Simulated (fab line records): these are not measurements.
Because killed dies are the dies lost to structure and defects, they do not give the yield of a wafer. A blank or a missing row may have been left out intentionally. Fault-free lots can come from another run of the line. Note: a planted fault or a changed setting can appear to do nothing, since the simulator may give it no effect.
fab line records -- flow gf180mcu
record: lots: 13, wafers: 39, last_day: 34
route steps=602 shown HV_LDD@233 PSD@259 SAB@273 CONTACT@287
lots that met no fault: from a run of the same line without faults
start_h: start of the lot's first displayed wafer, in hours after the record's first day -- wait_h: hours elapsed since this lot's preceding step -- " repeats the value in the row above -- L1.1+2: a single row standing in for several wafers -- - no value, or no start was given -- * or withheld: withheld -- < > ~ a bound
route shown NAME@n: names a module that has steps shown in the file, with the first one's number in the route -- usual: the fault-free wafers' mean and standard deviation -- same: alike in all rows -- chamber/n: place in a boat -- sites: per-site readings -- _std_site: standard deviation across them -- _edge_site: inner sites' mean taken away from outer sites' mean -- radius_mm: for every site, how far away it sits from the centre of the wafer -- mask NAME#n: copy n -- behind: the last tool/chamber to shape the wafer -- hold: the reason the lot was held/the length of the hold in hours/how it ended -- device: transistor that didn't switch, given as n, p or np -- end of line: the same wafers' tests at the end of the route -- where a step has no rows: the recipe by itself -- killed: at the first sort, the dies lost to defects and structure; wafer yield is something else -- map: shows each die of a wafer: x if killed, . if not, _ if none is there
set.NAME: the setting the step ran with; set.NAME@STEP: the setting that earlier step ran with -- model.NAME: the simulator's own value behind a step, which no gauge read
route steps across a sampled set of lots; one table per step, one row per wafer
services: the hour from which a tool's chamber was out of use, counted from the record's first day as start_h (under 0 if before that day), plus the number of hours and why
== steps ==
step: GF_HV_LDD_THK_MEAS_57
recipe: reads: Si3N4_of_HV_LDD_CVD_56
usual: HV_LDD_CVD_56_THK: 89.7/0.76
lot.wafer,tool,chamber,start_h,wait_h,HV_LDD_CVD_56_THK[nm]
L644.1,film_metro-02,-,286.35,0.0,90.6
L644.3,film_metro-02,-,286.35,0.0,89.6
L644.4,film_metro-02,-,286.35,0.0,90.2
L645.1,film_metro-04,-,291.31,0.0,90.7
L645.3,film_metro-04,-,291.31,0.0,90.4
L645.6,film_metro-04,-,291.31,0.0,90.8
L646.1,film_metro-04,-,302.05,0.0,88.8
L646.3,film_metro-04,-,302.05,0.0,89.9
L646.5,film_metro-04,-,302.05,0.0,89.7
L647.1,film_metro-04,-,308.65,0.0,90.7
L647.3,film_metro-04,-,308.65,0.0,91.1
L647.6,film_metro-04,-,308.65,0.0,90.7
L650.1,film_metro-02,-,338.60,0.0,91.2
L650.3,film_metro-02,-,338.60,0.0,90.6
L650.4,film_metro-02,-,338.60,0.0,90.3
L651.3,film_metro-02,-,341.09,0.0,89.1
L651.4,film_metro-02,-,341.09,0.0,89.7
L651.6,film_metro-02,-,341.09,0.0,88.9
L652.2,film_metro-02,-,354.06,0.0,91.1
L652.3,film_metro-02,-,354.06,0.0,90.1
L652.6,film_metro-02,-,354.06,0.0,89.9
L653.3,film_metro-02,-,363.20,0.0,88.8
L653.5,film_metro-02,-,363.20,0.0,88.9
L653.6,film_metro-02,-,363.20,0.0,88.9
L661.1,film_metro-04,-,421.40,0.0,89.0
L661.2,film_metro-04,-,421.40,0.0,89.0
L661.5,film_metro-04,-,421.40,0.0,89.5
L662.1,film_metro-04,-,435.36,0.0,88.9
L662.3,film_metro-04,-,435.36,0.0,89.3
L662.4,film_metro-04,-,435.36,0.0,89.0
L663.1,film_metro-04,-,438.80,0.0,90.6
L663.3,film_metro-04,-,438.80,0.0,91.0
L663.4,film_metro-04,-,438.80,0.0,90.9
L664.3,film_metro-04,-,448.40,0.0,88.6
L664.4,film_metro-04,-,448.40,0.0,88.8
L664.5,film_metro-04,-,448.40,0.0,89.5
L665.1,film_metro-02,-,456.90,0.0,90.1
L665.3,film_metro-02,-,456.90,0.0,89.9
L665.4,film_metro-02,-,456.90,0.0,88.8
step: GF_PSD_TW_MEAS_11
usual: PSD_TW: 3179/19
lot.wafer,tool,chamber,start_h,wait_h,PSD_TW
L644.1,film_metro-02,-,328.10,0.1,3145
L644.3,film_metro-02,-,328.10,0.1,3152
L644.4,film_metro-02,-,328.10,0.1,3154
L645.1,film_metro-03,-,333.73,0.1,3172
L645.3,film_metro-03,-,333.73,0.1,3173
L645.6,film_metro-03,-,333.73,0.1,3175
L647.1,film_metro-03,-,352.33,0.1,3211
L647.3,film_metro-03,-,352.33,0.1,3172
L647.6,film_metro-03,-,352.33,0.1,3185
L646.1,film_metro-03,-,357.83,0.1,3201
L646.3,film_metro-03,-,357.83,0.1,3164
L646.5,film_metro-03,-,357.83,0.1,3192
L650.1,film_metro-01,-,383.40,0.1,3191
L650.3,film_metro-01,-,383.40,0.1,3191
L650.4,film_metro-01,-,383.40,0.1,3191
L651.3,film_metro-02,-,386.38,0.1,3193
L651.4,film_metro-02,-,386.38,0.1,3187
L651.6,film_metro-02,-,386.38,0.1,3175
L652.2,film_metro-03,-,399.06,0.1,3215
L652.3,film_metro-03,-,399.06,0.1,3190
L652.6,film_metro-03,-,399.06,0.1,3192
L653.3,film_metro-03,-,408.58,0.1,3187
L653.5,film_metro-03,-,408.58,0.1,3166
L653.6,film_metro-03,-,408.58,0.1,3171
L661.1,film_metro-03,-,469.50,0.1,3219
L661.2,film_metro-03,-,469.50,0.1,3199
L661.5,film_metro-03,-,469.50,0.1,3212
L662.1,film_metro-02,-,483.80,0.1,3159
L662.3,film_metro-02,-,483.80,0.1,3166
L662.4,film_metro-02,-,483.80,0.1,3156
L663.1,film_metro-02,-,488.66,0.1,3178
L663.3,film_metro-02,-,488.66,0.1,3168
L663.4,film_metro-02,-,488.66,0.1,3180
L664.3,film_metro-03,-,497.19,0.1,3192
L664.4,film_metro-03,-,497.19,0.1,3185
L664.5,film_metro-03,-,497.19,0.1,3170
L665.1,film_metro-02,-,505.35,0.1,3132
L665.3,film_metro-02,-,505.35,0.1,3159
L665.4,film_metro-02,-,505.35,0.1,3154
step: GF_SAB_CD_MEAS_09
recipe: target_cd_nm: 420
usual: cd_nm: 419.6/2.2
lot.wafer,tool,chamber,start_h,wait_h,cd_nm
L644.1,cd_sem-02,-,349.65,0.1,416.4
L644.3,cd_sem-02,-,349.65,0.1,419.7
L644.4,cd_sem-02,-,349.65,0.1,417.2
L645.1,cd_sem-01,-,356.10,0.1,419.1
L645.3,cd_sem-01,-,356.10,0.1,418.9
L645.6,cd_sem-01,-,356.10,0.1,421.3
L647.1,cd_sem-02,-,375.44,0.1,417.1
L647.3,cd_sem-02,-,375.44,0.1,415.5
L647.6,cd_sem-02,-,375.44,0.1,418.0
L646.1,cd_sem-01,-,380.45,0.1,419.5
L646.3,cd_sem-01,-,380.45,0.1,419.0
L646.5,cd_sem-01,-,380.45,0.1,420.0
L650.1,cd_sem-02,-,405.80,0.1,419.5
L650.3,cd_sem-02,-,405.80,0.1,420.5
L650.4,cd_sem-02,-,405.80,0.1,419.3
L651.3,cd_sem-02,-,408.78,0.1,418.9
L651.4,cd_sem-02,-,408.78,0.1,418.7
L651.6,cd_sem-02,-,408.78,0.1,419.7
L652.2,cd_sem-01,-,422.82,0.1,422.3
L652.3,cd_sem-01,-,422.82,0.1,422.2
L652.6,cd_sem-01,-,422.82,0.1,422.9
L653.3,cd_sem-02,-,432.29,0.1,420.2
L653.5,cd_sem-02,-,432.29,0.1,419.2
L653.6,cd_sem-02,-,432.29,0.1,422.1
L661.1,cd_sem-01,-,493.90,0.1,417.9
L661.2,cd_sem-01,-,493.90,0.1,420.7
L661.5,cd_sem-01,-,493.90,0.1,419.2
L662.1,cd_sem-02,-,508.20,0.1,423.5
L662.3,cd_sem-02,-,508.20,0.1,423.1
L662.4,cd_sem-02,-,508.20,0.1,420.5
L663.1,cd_sem-01,-,512.75,0.1,418.1
L663.3,cd_sem-01,-,512.75,0.1,419.6
L663.4,cd_sem-01,-,512.75,0.1,421.2
L664.3,cd_sem-01,-,520.94,0.1,417.4
L664.4,cd_sem-01,-,520.94,0.1,415.5
L664.5,cd_sem-01,-,520.94,0.1,414.5
L665.1,cd_sem-02,-,527.60,0.1,422.3
L665.3,cd_sem-02,-,527.60,0.1,422.4
L665.4,cd_sem-02,-,527.60,0.1,422.9
step: GF_CONTACT_CVD_00
recipe: material: SiO2, target_thk_nm: 300, sigma_open_frac: 0.3, temp_c: 400, time_s: 50, sih4_flow_sccm: 60, pressure_mtorr: 6
usual: sih4_flow_sccm: 59.97/0.17
lot.wafer,tool,chamber,start_h,wait_h,sih4_flow_sccm
L644.1,hdpcvd-01,2,350.68,0.1,60.03
L644.3,hdpcvd-01,1,350.68,0.1,60.00
L644.4,hdpcvd-01,2,350.68,0.1,59.86
L645.1,hdpcvd-01,0,357.12,0.1,59.66
L645.3,hdpcvd-01,1,357.12,0.1,60.19
L645.6,hdpcvd-01,2,357.12,0.1,60.05
L647.1,hdpcvd-02,1,376.60,0.1,59.93
L647.3,hdpcvd-02,1,376.60,0.1,60.02
L647.6,hdpcvd-02,1,376.60,0.1,60.18
L646.1,hdpcvd-01,0,381.47,0.1,59.81
L646.3,hdpcvd-01,2,381.47,0.1,59.98
L646.5,hdpcvd-01,1,381.47,0.1,60.05
L650.1,hdpcvd-02,0,406.85,0.1,60.00
L650.3,hdpcvd-02,2,406.85,0.1,60.39
L650.4,hdpcvd-02,2,406.85,0.1,60.20
L651.3,hdpcvd-01,1,409.76,0.1,51.11
L651.4,hdpcvd-01,1,409.76,0.1,50.90
L651.6,hdpcvd-01,0,409.76,0.1,50.98
L652.2,hdpcvd-01,2,423.82,0.1,51.07
L652.3,hdpcvd-01,0,423.82,0.1,50.76
L652.6,hdpcvd-01,1,423.82,0.1,50.86
L653.3,hdpcvd-01,0,433.28,0.1,51.17
L653.5,hdpcvd-01,1,433.28,0.1,51.29
L653.6,hdpcvd-01,2,433.28,0.1,50.97
L661.1,hdpcvd-02,1,494.92,0.1,59.86
L661.2,hdpcvd-02,0,494.92,0.1,59.61
L661.5,hdpcvd-02,0,494.92,0.1,60.07
L662.1,hdpcvd-02,0,509.38,0.1,60.16
L662.3,hdpcvd-02,2,509.38,0.1,59.71
L662.4,hdpcvd-02,0,509.38,0.1,59.88
L663.1,hdpcvd-01,2,513.76,0.1,60.19
L663.3,hdpcvd-01,1,513.76,0.1,60.20
L663.4,hdpcvd-01,1,513.76,0.1,60.06
L664.3,hdpcvd-01,2,521.92,0.1,59.99
L664.4,hdpcvd-01,0,521.92,0.1,60.05
L664.5,hdpcvd-01,1,521.92,0.1,59.70
L665.1,hdpcvd-01,0,528.78,0.1,60.05
L665.3,hdpcvd-01,1,528.78,0.1,59.79
L665.4,hdpcvd-01,2,528.78,0.1,60.14
step: GF_CONTACT_THK_MEAS_01
recipe: reads: SiO2_of_CONTACT_CVD_00
usual: CONTACT_CVD_00_THK: 300/3.4
lot.wafer,tool,chamber,start_h,wait_h,CONTACT_CVD_00_THK[nm]
L644.1,film_metro-04,-,350.73,0.0,305
L644.3,film_metro-04,-,350.73,0.0,306
L644.4,film_metro-04,-,350.73,0.0,304
L645.1,film_metro-02,-,357.16,0.0,292
L645.3,film_metro-02,-,357.16,0.0,303
L645.6,film_metro-02,-,357.16,0.0,299
L647.1,film_metro-01,-,376.66,0.0,298
L647.3,film_metro-01,-,376.66,0.0,298
L647.6,film_metro-01,-,376.66,0.0,301
L646.1,film_metro-04,-,381.52,0.0,300
L646.3,film_metro-04,-,381.52,0.0,302
L646.5,film_metro-04,-,381.52,0.0,301
L650.1,film_metro-01,-,406.89,0.0,301
L650.3,film_metro-01,-,406.89,0.0,300
L650.4,film_metro-01,-,406.89,0.0,306
L651.3,film_metro-01,-,409.82,0.0,253
L651.4,film_metro-01,-,409.82,0.0,259
L651.6,film_metro-01,-,409.82,0.0,255
L652.2,film_metro-01,-,423.87,0.0,255
L652.3,film_metro-01,-,423.87,0.0,254
L652.6,film_metro-01,-,423.87,0.0,260
L653.3,film_metro-04,-,433.34,0.0,255
L653.5,film_metro-04,-,433.34,0.0,256
L653.6,film_metro-04,-,433.34,0.0,255
L661.1,film_metro-02,-,494.96,0.0,301
L661.2,film_metro-02,-,494.96,0.0,299
L661.5,film_metro-02,-,494.96,0.0,292
L662.1,film_metro-02,-,509.43,0.0,298
L662.3,film_metro-02,-,509.43,0.0,301
L662.4,film_metro-02,-,509.43,0.0,296
L663.1,film_metro-01,-,513.81,0.0,295
L663.3,film_metro-01,-,513.81,0.0,299
L663.4,film_metro-01,-,513.81,0.0,294
L664.3,film_metro-01,-,521.98,0.0,298
L664.4,film_metro-01,-,521.98,0.0,295
L664.5,film_metro-01,-,521.98,0.0,297
L665.1,film_metro-01,-,528.82,0.0,295
L665.3,film_metro-01,-,528.82,0.0,300
L665.4,film_metro-01,-,528.82,0.0,299
step: GF_CONTACT_ETCH_17
recipe: chemistry: C4F8/O2/Ar, mask_material: KrF, target: SiO2, stop_on: CoSi2, source_w: 1500, bias_w: 1200, pressure_mtorr: 40, c4f8_flow_sccm: withheld, O2_flow_sccm: 6, Ar_flow_sccm: 300, time_s: withheld, target_depth_a: 8600
usual: oes_product_au: 0.814/0.0052
lot.wafer,tool,chamber,start_h,wait_h,oes_product_au
L644.1,rie_diel-03,3,-,-,0.824
L644.3,rie_diel-03,1,-,-,0.817
L644.4,rie_diel-03,2,-,-,0.815
L645.1,rie_diel-02,3,-,-,0.817
L645.3,rie_diel-02,2,-,-,0.816
L645.6,rie_diel-02,3,-,-,0.810
L647.1,rie_diel-03,0,-,-,0.814
L647.3,rie_diel-03,2,-,-,0.818
L647.6,rie_diel-03,3,-,-,0.807
L646.1,rie_diel-03,3,-,-,0.815
L646.3,rie_diel-03,0,-,-,0.815
L646.5,rie_diel-03,3,-,-,0.822
L650.1,rie_diel-03,0,-,-,0.816
L650.3,rie_diel-03,2,-,-,0.819
L650.4,rie_diel-03,1,-,-,0.820
L651.3,rie_diel-01,0,-,-,0.790
L651.4,rie_diel-01,2,-,-,0.802
L651.6,rie_diel-01,1,-,-,0.790
L652.2,rie_diel-01,0,-,-,0.794
L652.3,rie_diel-01,3,-,-,0.792
L652.6,rie_diel-01,1,-,-,0.801
L653.3,rie_diel-02,2,-,-,0.790
L653.5,rie_diel-02,0,-,-,0.794
L653.6,rie_diel-02,3,-,-,0.790
L661.1,rie_diel-01,1,-,-,0.810
L661.2,rie_diel-01,3,-,-,0.810
L661.5,rie_diel-01,3,-,-,0.802
L662.1,rie_diel-03,2,-,-,0.813
L662.3,rie_diel-03,3,-,-,0.810
L662.4,rie_diel-03,1,-,-,0.805
L663.1,rie_diel-03,3,-,-,0.816
L663.3,rie_diel-03,2,-,-,0.813
L663.4,rie_diel-03,0,-,-,0.815
L664.3,rie_diel-01,1,-,-,0.816
L664.4,rie_diel-01,3,-,-,0.806
L664.5,rie_diel-01,2,-,-,0.813
L665.1,rie_diel-03,1,-,-,0.808
L665.3,rie_diel-03,2,-,-,0.817
L665.4,rie_diel-03,3,-,-,0.818
== services ==
tool,chamber,start_h,hours,kind
rie_diel-03,1,335.65,2.4,repair
rie_diel-03,-,341.18,2.8,pm
rie_diel-03,3,353.57,14.6,repair
rie_diel-03,-,366.49,0.8,repair
rie_diel-01,2,373.32,3.1,repair
rie_diel-03,3,374.54,-,clean
rie_diel-03,3,374.54,15.3,scheduled_down
rie_diel-03,3,374.54,15.3,vent_cycle
hdpcvd-02,0,374.85,5.2,repair
rie_diel-01,-,377.59,0.4,repair
hdpcvd-01,-,409.98,6.0,pm
hdpcvd-02,-,439.96,14.6,pm
rie_diel-03,-,452.61,4.3,pm
hdpcvd-02,-,458.35,0.5,repair
rie_diel-02,0,467.54,2.5,repair
rie_diel-03,3,480.51,5.7,repair
hdpcvd-02,-,487.29,3.3,repair
rie_diel-03,0,492.87,15.2,repair
hdpcvd-01,-,505.20,5.5,pm
hdpcvd-02,1,517.48,5.1,repair
hdpcvd-01,-,539.25,15.0,pm
hdpcvd-01,0,539.25,15.0,vent_cycle
hdpcvd-01,1,539.25,15.0,vent_cycle
hdpcvd-01,2,539.25,15.0,vent_cycle
== key ==
first_sign: step: GF_CONTACT_CVD_00, reading: sih4_flow_sccm, direction: down, sigmas: 53, usual: 59.97, struck: 51.01
effect: step: GF_CONTACT_THK_MEAS_01, reading: CONTACT_CVD_00_THK, direction: down, sigmas: 13, usual: 300, struck: 256
effect: step: GF_CONTACT_ETCH_17, reading: oes_product_au, direction: down, sigmas: 3.9, usual: 0.814, struck: 0.794
met_at GF_CONTACT_CVD_00
struck_lots L651,L652,L653
tester_left_out L651,L652,L653
not_acting_at GF_HV_LDD_THK_MEAS_57,GF_PSD_TW_MEAS_11,GF_SAB_CD_MEAS_09
onset_between 381.47 409.76
fault: kind: process_parameter_drift, tool: hdpcvd-01, chamber: -, onset_h: 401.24, steps: GF_CONTACT_CVD_00, channel: sih4_flow_sccm, offset: -9, shape: step, end_h: 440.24, acts_in: these_recipes_only, stated: 60
tester_left_out: of these lots the tester's yield and bins aren't shown, on N5 and GAA mostly nor the transistor test; their killed dies are dies lost to structure and defects alone, not to doping, threshold or leakage, so they don't give the yield
